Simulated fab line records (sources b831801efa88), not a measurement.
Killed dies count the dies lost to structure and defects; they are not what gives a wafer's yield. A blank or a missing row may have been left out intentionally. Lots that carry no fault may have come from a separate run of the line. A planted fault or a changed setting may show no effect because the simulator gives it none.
Chamber matching || flow sky130 || 4 sister chambers for SKY_FIELD_ISO_CMP_27 on cmp-02
The step polishes, stops on Si3N4, t overpolish 16 s, target thk 457.8 nm. 4 wafers are shown with their chamber, then 7 later ones without.

WAFERS PAIRED WITH THEIR CHAMBERS
{"wafer": "L627.1", "chamber": 2, "motor current A (A)": 12.4}
{"wafer": "L627.4", "chamber": 3, "motor current A (A)": 12.0}
{"wafer": "L630.1", "chamber": 1, "motor current A (A)": 13.5}
{"wafer": "L630.3", "chamber": 0, "motor current A (A)": 10.5}

WAFERS WITH NO CHAMBER GIVEN
{"wafer": "L630.5", "motor current A (A)": 12.1}
{"wafer": "L631.1", "motor current A (A)": 11.0}
{"wafer": "L631.5", "motor current A (A)": 12.2}
{"wafer": "L631.6", "motor current A (A)": 12.4}
{"wafer": "L638.1", "motor current A (A)": 10.6}
{"wafer": "L638.2", "motor current A (A)": 13.7}
{"wafer": "L638.4", "motor current A (A)": 13.4}

THE CHAMBER EACH PASSED THROUGH
{"wafer": "L630.5", "from the rows above": "can't be placed: 3 or 2", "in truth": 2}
{"wafer": "L631.1", "from the rows above": 0, "in truth": 0}
{"wafer": "L631.5", "from the rows above": "can't be placed: 3 or 2", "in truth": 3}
{"wafer": "L631.6", "from the rows above": "can't be placed: 2 or 3", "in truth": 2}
{"wafer": "L638.1", "from the rows above": 0, "in truth": 0}
{"wafer": "L638.2", "from the rows above": 1, "in truth": 1}
{"wafer": "L638.4", "from the rows above": 1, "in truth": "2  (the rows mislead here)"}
Placed correctly: 3 of 7. From these rows, 3 cannot be placed; in 3 the true chamber is one of the candidates. Wrongly placed: 1.
How it was worked out, from the rows above alone: a wafer's distance from a chamber is the root of the sum, over the readings, of the square of ((its reading less the chamber's mean) divided by the reading's scatter). The wafer belongs to the nearest chamber; if the next one is less than 2 further off, it can't be placed. For every chamber, the mean is computed from those of its wafers that are shown. The scatter: with one shown wafer a chamber, the root of the mean of the squares of how far each hidden wafer lies from its nearest shown one.
